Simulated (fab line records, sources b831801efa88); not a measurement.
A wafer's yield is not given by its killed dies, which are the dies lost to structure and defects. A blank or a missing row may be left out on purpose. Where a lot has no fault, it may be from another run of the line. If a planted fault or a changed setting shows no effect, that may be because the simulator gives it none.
Which tool is to blame? ; flow sky130 ; 7 lots, 21 wafers sampled, at 1 step of a route of 708

WHAT THE GAUGES READ, wafer by wafer
SKY_FIELD_ISO_THK_MEAS_25.
lot;measured;on;FIELD_ISO_CVD_24_THK (nm)
L599;day 2 23:31;filmMetro-02;583 589 595
L603;day 3 09:14;filmMetro-01;589 587 588
L609;day 4 11:08;filmMetro-01;590 598 584
L612;day 5 02:25;filmMetro-01;601 590 605
L614;day 5 13:19;filmMetro-04;596 595 590
L619;day 6 17:35;filmMetro-02;597 607 592
L621;day 7 06:31;filmMetro-04;587 601 596

WHICH TOOL RAN EACH LOT (tool, then ch and the chambers of the sampled wafers, then the start)
There is no process step in the record ahead of these readings.

THE ANSWER, worked out from the rows above alone
Rule: usual is defined by the lots themselves. Put in order of their means at a reading, lots are off if they are a third of the lots or fewer, leave a main group of 4 or more, and stand apart from it by a gap of 3 or more times the standard deviation of the main group's means; of several such gaps the widest counts. If all means in a main group match to the digits the tables above print for the reading, that group is not used. Also off: a lot with no number at a reading for which 4 or more lots have one. All remaining lots with rows at the step are treated as sound.
Across all readings shown, no lot is off: no conclusion can be drawn from this.

WHAT HAD BEEN PUT IN BY THE SIMULATOR
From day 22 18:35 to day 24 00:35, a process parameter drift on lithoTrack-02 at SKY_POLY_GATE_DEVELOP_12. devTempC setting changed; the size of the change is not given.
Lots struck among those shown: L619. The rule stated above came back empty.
